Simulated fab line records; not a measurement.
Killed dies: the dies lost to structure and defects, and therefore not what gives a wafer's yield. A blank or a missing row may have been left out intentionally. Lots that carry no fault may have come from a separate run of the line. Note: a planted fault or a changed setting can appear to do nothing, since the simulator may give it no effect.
fab line records -- flow gf180mcu
[record] lots = 13, wafers = 39, last_day = 33
route steps=602 shown LVPWELL@64 HV_LDD@194 SAB@265 CONTACT@304
lots untouched by any fault: they come from a run of this same line in which no faults occurred
start_h: hours from the record's first day to the start of the lot's first wafer shown -- wait_h: hours since the lot's step before -- " repeats the value in the row above -- L1.1+2: several wafers, shown together as one row -- - no value, or no start given -- * or withheld: withheld -- < > ~ a bound
route shown NAME@n: a module of which the file shows steps, and the number in the route of the first -- usual: mean and standard deviation over wafers with no fault -- same: alike in all rows -- chamber/n: place in a boat -- sites: each site's reading -- _std_site: standard deviation of those values -- _edge_site: inner sites' mean taken away from outer sites' mean -- radius_mm: how far each site lies from the wafer's centre -- mask NAME#n: copy n -- behind: the most recent tool/chamber to have shaped the wafer -- hold: the reason the lot was held/the length of the hold in hours/how it ended -- device: the n, p or np transistor that did not switch -- end of line: tests run on the same wafers once the route is complete -- a step with no rows: only its recipe -- killed: not the wafer's yield, but the dies lost to structure and defects at the first sort -- map: a wafer's dies, x killed, . not, _ none there
set.NAME: the setting as run; set.NAME@STEP: as run at that earlier step -- model.NAME: the simulator's own value behind a step, which no gauge read
one table for each step of the route and one row for each wafer, over a sample of lots
services: a tool's chamber out of use, with start hour (start_h, from the record's first day; less than 0 if before it), hours out, and reason
[[steps]]
[step GF_LVPWELL_STRIP_10]
[recipe] chemistry = O2/N2, power_w = 1400, pressure_mtorr = 1500, platen_temp_c = 250, o2_flow_sccm = 3000, n2_flow_sccm = 300, overash_fraction = 0.5
[usual] drypump_motor_current_A = 5.5/0.36, heater_power_w = 331/28, n2_flow_sccm = 300.0/0.87, oes_product_au = 0.722/0.0047, platen_temp_c = 250.01/0.18, strip_time_to_endpoint_s = 36.97/0.093
lot.wafer,tool,chamber,start_h,wait_h,drypump_motor_current_A,heater_power_w,n2_flow_sccm,oes_product_au,platen_temp_c,rf_hours_counter_h,strip_time_to_endpoint_s
L849.2,plasma_asher-04,0,81.05,0.1,6.1,367,299.4,0.725,250.20,28,36.91
L849.3,plasma_asher-04,0,81.05,0.1,6.1,366,299.6,0.721,249.88,-,36.93
L849.5,plasma_asher-04,0,81.05,0.1,6.1,381,299.6,0.722,250.36,-,36.89
L850.2,plasma_asher-04,1,84.80,0.1,5.6,330,299.0,0.735,250.32,28,36.81
L850.3,plasma_asher-04,0,84.80,0.1,6.1,376,299.3,0.726,249.97,-,36.88
L850.5,plasma_asher-04,1,84.80,0.1,5.6,326,298.5,0.724,250.27,-,36.88
L852.3,plasma_asher-01,0,98.98,0.1,5.0,298,300.3,0.723,249.89,-,36.98
L852.5,plasma_asher-01,1,98.98,0.1,5.4,303,300.5,0.725,250.08,-,36.91
L852.6,plasma_asher-01,0,98.98,0.1,5.0,296,299.9,0.726,250.13,-,36.96
L853.4,plasma_asher-03,1,103.42,0.1,5.6,372,299.2,0.716,250.32,-,36.86
L853.5,plasma_asher-03,1,103.42,0.1,5.6,368,299.7,0.715,249.85,-,36.84
L853.6,plasma_asher-03,0,103.42,0.1,5.6,353,301.2,0.726,250.21,-,36.86
L854.1,plasma_asher-04,0,108.25,0.1,6.1,369,298.7,0.726,249.87,30,36.98
L854.2,plasma_asher-04,1,108.25,0.1,5.6,320,299.7,0.729,250.19,30,37.13
L854.3,plasma_asher-04,0,108.25,0.1,6.1,368,299.1,0.720,250.00,-,37.09
L856.4,plasma_asher-03,0,119.48,0.1,5.6,343,299.2,0.725,249.94,-,37.07
L856.5,plasma_asher-03,0,119.48,0.1,5.6,338,300.9,0.719,249.92,-,37.01
L856.6,plasma_asher-03,1,119.48,0.1,5.6,364,300.8,0.721,250.22,-,36.97
L857.1,plasma_asher-01,0,125.69,0.1,4.9,301,300.1,0.721,250.20,43,36.80
L857.4,plasma_asher-01,0,125.69,0.1,5.0,294,300.0,0.722,250.22,-,36.86
L857.5,plasma_asher-01,1,125.69,0.1,5.4,309,301.4,0.719,249.87,-,36.89
L858.1,plasma_asher-04,1,130.45,0.1,5.6,328,301.2,0.716,250.06,33,37.04
L858.4,plasma_asher-04,1,130.45,0.1,5.6,317,299.8,0.720,250.00,-,36.98
L858.6,plasma_asher-04,1,130.45,0.1,5.5,324,300.8,0.724,250.02,-,36.93
L859.1,plasma_asher-04,0,132.90,0.1,6.1,372,299.8,0.719,249.92,33,36.99
L859.2,plasma_asher-04,1,132.90,0.1,5.5,320,300.7,0.713,250.03,33,37.10
L859.3,plasma_asher-04,0,132.90,0.1,6.1,375,300.6,0.731,249.74,-,37.10
L861.2,plasma_asher-03,0,153.79,0.1,5.6,349,300.9,0.722,250.21,4,36.97
L861.4,plasma_asher-03,0,153.79,0.1,5.6,342,300.9,0.722,249.81,-,36.99
L861.5,plasma_asher-03,0,153.79,0.1,5.6,349,299.9,0.716,250.05,-,37.01
L862.2,plasma_asher-01,0,153.95,0.1,5.0,298,300.8,0.724,249.92,47,37.02
L862.4,plasma_asher-01,0,153.95,0.1,5.0,297,299.9,0.716,249.91,-,36.94
L862.6,plasma_asher-01,0,153.95,0.1,5.0,295,299.5,0.726,250.05,-,37.01
L864.2,plasma_asher-01,0,168.04,0.1,5.0,298,300.0,0.728,250.02,48,37.04
L864.3,plasma_asher-01,0,168.04,0.1,5.0,305,300.1,0.722,249.97,-,37.00
L864.4,plasma_asher-01,1,168.04,0.1,5.4,298,299.0,0.723,249.90,-,36.94
L866.2,plasma_asher-04,0,182.34,0.1,6.0,368,300.8,0.722,250.29,37,37.16
L866.3,plasma_asher-04,0,182.34,0.1,6.1,368,301.7,0.724,250.12,-,36.98
L866.6,plasma_asher-04,0,182.34,0.1,6.1,370,301.2,0.722,249.99,-,36.98
[step GF_HV_LDD_DEVELOP_18]
[recipe] develop_time_s = 60, dev_temp_c = 23
lot.wafer,tool,chamber,start_h,wait_h
L850.2+3+5,litho_track-01,0,253.78,0.1
L849.2+3+5,litho_track-01,0,254.78,0.1
L852.3+5+6,litho_track-01,0,271.46,0.1
L853.4+5+6,litho_track-04,0,279.57,0.1
L854.1+2+3,litho_track-02,0,284.26,0.1
L856.4+5+6,litho_track-02,0,306.43,0.1
L857.1+4+5,litho_track-01,0,311.36,0.1
L858.1+4+6,litho_track-01,0,321.01,0.1
L859.1+2+3,litho_track-01,0,328.91,0.1
L862.2+4+6,litho_track-01,0,354.03,0.1
L861.2+4+5,litho_track-04,0,355.17,0.1
L864.2+3+4,litho_track-01,0,366.83,0.1
L866.2+3+6,litho_track-01,0,387.68,0.1
[step GF_HV_LDD_CD_MEAS_19]
[recipe] target_cd_nm = 400
[usual] cd_nm = 399.9/2
lot.wafer,tool,chamber,start_h,wait_h,cd_nm
L850.2,cd_sem-01,-,253.93,0.1,393.2
L850.3,cd_sem-01,-,253.93,0.1,394.9
L850.5,cd_sem-01,-,253.93,0.1,396.8
L849.2,cd_sem-02,-,254.93,0.1,399.2
L849.3,cd_sem-02,-,254.93,0.1,401.7
L849.5,cd_sem-02,-,254.93,0.1,398.7
L852.3,cd_sem-02,-,271.60,0.1,402.3
L852.5,cd_sem-02,-,271.60,0.1,401.0
L852.6,cd_sem-02,-,271.60,0.1,401.2
L853.4,cd_sem-01,-,279.71,0.1,402.8
L853.5,cd_sem-01,-,279.71,0.1,401.2
L853.6,cd_sem-01,-,279.71,0.1,401.9
L854.1,cd_sem-02,-,284.41,0.1,401.2
L854.2,cd_sem-02,-,284.41,0.1,400.5
L854.3,cd_sem-02,-,284.41,0.1,400.2
L856.4,cd_sem-02,-,306.57,0.1,397.3
L856.5,cd_sem-02,-,306.57,0.1,399.1
L856.6,cd_sem-02,-,306.57,0.1,396.4
L857.1,cd_sem-01,-,311.51,0.1,401.1
L857.4,cd_sem-01,-,311.51,0.1,400.6
L857.5,cd_sem-01,-,311.51,0.1,401.0
L858.1,cd_sem-01,-,321.16,0.1,399.6
L858.4,cd_sem-01,-,321.16,0.1,397.9
L858.6,cd_sem-01,-,321.16,0.1,399.9
L859.1,cd_sem-01,-,329.06,0.1,398.2
L859.2,cd_sem-01,-,329.06,0.1,398.8
L859.3,cd_sem-01,-,329.06,0.1,398.0
L862.2,cd_sem-02,-,354.18,0.1,400.3
L862.4,cd_sem-02,-,354.18,0.1,399.7
L862.6,cd_sem-02,-,354.18,0.1,399.9
L861.2,cd_sem-02,-,355.32,0.1,398.9
L861.4,cd_sem-02,-,355.32,0.1,398.2
L861.5,cd_sem-02,-,355.32,0.1,399.0
L864.2,cd_sem-02,-,366.98,0.1,313.6
L864.3,cd_sem-02,-,366.98,0.1,314.5
L864.4,cd_sem-02,-,366.98,0.1,314.6
L866.2,cd_sem-02,-,387.83,0.1,315.1
L866.3,cd_sem-02,-,387.83,0.1,314.7
L866.6,cd_sem-02,-,387.83,0.1,317.4
[step GF_SAB_THK_MEAS_01]
[recipe] reads = SiO2_of_SAB_CVD_00
[usual] SAB_CVD_00_THK = 50.0/0.67
lot.wafer,tool,chamber,start_h,wait_h,SAB_CVD_00_THK[nm]
L850.2,film_metro-03,-,338.43,0.0,49.0
L850.3,film_metro-03,-,338.43,0.0,49.7
L850.5,film_metro-03,-,338.43,0.0,50.6
L849.2,film_metro-03,-,341.32,0.0,49.9
L849.3,film_metro-03,-,341.32,0.0,49.5
L849.5,film_metro-03,-,341.32,0.0,50.7
L852.3,film_metro-03,-,359.64,0.0,50.1
L852.5,film_metro-03,-,359.64,0.0,50.5
L852.6,film_metro-03,-,359.64,0.0,50.9
L853.4,film_metro-01,-,370.15,0.0,50.3
L853.5,film_metro-01,-,370.15,0.0,49.6
L853.6,film_metro-01,-,370.15,0.0,50.5
L854.1,film_metro-02,-,374.95,0.0,49.2
L854.2,film_metro-02,-,374.95,0.0,49.4
L854.3,film_metro-02,-,374.95,0.0,49.2
L856.4,film_metro-03,-,399.58,0.0,51.1
L856.5,film_metro-03,-,399.58,0.0,50.6
L856.6,film_metro-03,-,399.58,0.0,50.4
L857.1,film_metro-01,-,403.33,0.0,50.3
L857.4,film_metro-01,-,403.33,0.0,51.0
L857.5,film_metro-01,-,403.33,0.0,51.2
L858.1,film_metro-03,-,414.51,0.0,50.6
L858.4,film_metro-03,-,414.51,0.0,51.2
L858.6,film_metro-03,-,414.51,0.0,50.6
L859.1,film_metro-01,-,424.36,0.0,49.6
L859.2,film_metro-01,-,424.36,0.0,49.2
L859.3,film_metro-01,-,424.36,0.0,49.1
L862.2,film_metro-01,-,452.49,0.0,49.7
L862.4,film_metro-01,-,452.49,0.0,50.0
L862.6,film_metro-01,-,452.49,0.0,50.7
L861.2,film_metro-03,-,454.74,0.0,49.5
L861.4,film_metro-03,-,454.74,0.0,50.5
L861.5,film_metro-03,-,454.74,0.0,49.9
L864.2,film_metro-01,-,468.52,0.0,50.0
L864.3,film_metro-01,-,468.52,0.0,49.8
L864.4,film_metro-01,-,468.52,0.0,50.2
L866.2,film_metro-03,-,488.91,0.0,49.7
L866.3,film_metro-03,-,488.91,0.0,49.5
L866.6,film_metro-03,-,488.91,0.0,50.3
[step GF_CONTACT_ETCH_17]
[recipe] chemistry = C4F8/O2/Ar, mask_material = KrF, target = SiO2, stop_on = CoSi2, source_w = 1500, bias_w = 1200, pressure_mtorr = 40, c4f8_flow_sccm = withheld, O2_flow_sccm = 6, Ar_flow_sccm = 300, time_s = withheld, target_depth_a = 8600
[usual] oes_product_au = 0.817/0.0047
lot.wafer,tool,chamber,start_h,wait_h,oes_product_au
L850.2,rie_diel-02,1,-,-,0.818
L850.3,rie_diel-02,2,-,-,0.811
L850.5,rie_diel-02,0,-,-,0.817
L849.2,rie_diel-03,0,-,-,0.815
L849.3,rie_diel-03,1,-,-,0.820
L849.5,rie_diel-03,0,-,-,0.813
L852.3,rie_diel-03,3,-,-,0.813
L852.5,rie_diel-03,1,-,-,0.808
L852.6,rie_diel-03,2,-,-,0.817
L853.4,rie_diel-03,3,-,-,0.815
L853.5,rie_diel-03,1,-,-,0.821
L853.6,rie_diel-03,2,-,-,0.816
L854.1,rie_diel-01,1,-,-,0.824
L854.2,rie_diel-01,2,-,-,0.829
L854.3,rie_diel-01,3,-,-,0.818
L856.4,rie_diel-03,0,-,-,0.824
L856.5,rie_diel-03,1,-,-,0.825
L856.6,rie_diel-03,2,-,-,0.810
L857.1,rie_diel-01,1,-,-,0.823
L857.4,rie_diel-01,0,-,-,0.809
L857.5,rie_diel-01,2,-,-,0.824
L858.1,rie_diel-02,1,-,-,0.820
L858.4,rie_diel-02,1,-,-,0.818
L858.6,rie_diel-02,0,-,-,0.829
L859.1,rie_diel-03,1,-,-,0.812
L859.2,rie_diel-03,0,-,-,0.822
L859.3,rie_diel-03,3,-,-,0.814
L862.2,rie_diel-02,3,-,-,0.819
L862.4,rie_diel-02,0,-,-,0.818
L862.6,rie_diel-02,1,-,-,0.822
L861.2,rie_diel-01,2,-,-,0.814
L861.4,rie_diel-01,0,-,-,0.817
L861.5,rie_diel-01,1,-,-,0.813
L864.2,rie_diel-03,0,-,-,0.822
L864.3,rie_diel-03,2,-,-,0.809
L864.4,rie_diel-03,3,-,-,0.822
L866.2,rie_diel-01,2,-,-,0.815
L866.3,rie_diel-01,0,-,-,0.823
L866.6,rie_diel-01,3,-,-,0.821
[[services]]
tool,chamber,start_h,hours,kind
plasma_asher-04,-,65.41,4.6,repair
rie_diel-02,0,77.11,7.7,repair
rie_diel-03,1,109.75,10.6,repair
rie_diel-03,3,116.95,2.0,repair
rie_diel-01,0,119.51,4.6,repair
rie_diel-03,3,120.91,8.6,repair
rie_diel-01,2,126.55,8.4,repair
plasma_asher-04,-,139.99,14.6,pm
rie_diel-03,3,173.33,7.6,repair
rie_diel-01,0,180.17,5.8,repair
rie_diel-03,1,185.65,2.7,repair
rie_diel-03,0,203.77,2.6,repair
plasma_asher-01,-,246.54,2.0,repair
plasma_asher-04,-,263.81,2.8,pm
rie_diel-03,-,281.95,2.8,pm
rie_diel-03,1,297.69,3.1,repair
rie_diel-03,2,326.93,3.3,repair
plasma_asher-04,-,338.57,2.6,repair
rie_diel-03,0,393.65,4.7,repair
rie_diel-01,-,422.81,0.3,repair
rie_diel-03,2,488.72,4.5,repair
plasma_asher-04,-,490.99,10.5,repair
plasma_asher-04,-,497.71,1.2,repair
rie_diel-01,0,509.84,2.8,repair
[[key]]
[first_sign] step = GF_HV_LDD_CD_MEAS_19, reading = cd_nm, direction = down, sigmas = 43, usual = 399.9, struck = 315.0
effect none on later readings
met_at GF_HV_LDD_DEVELOP_18
struck_lots L864,L866
tester_left_out L864,L866
not_acting_at GF_LVPWELL_STRIP_10,GF_SAB_THK_MEAS_01,GF_CONTACT_ETCH_17
onset_between 354.03 366.83
also_fits time
[fault] kind = process_parameter_drift, tool = litho_track-01, chamber = -, onset_h = 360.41, steps = GF_HV_LDD_DEVELOP_18, channel = develop_time_s, offset = *, shape = step, end_h = 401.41, acts_in = *, stated = *
// tester_left_out: of these lots the tester's yield and bins aren't shown, on N5 and GAA mostly nor the transistor test; their killed dies are dies lost to structure and defects alone, not to doping, threshold or leakage, so they don't give the yield
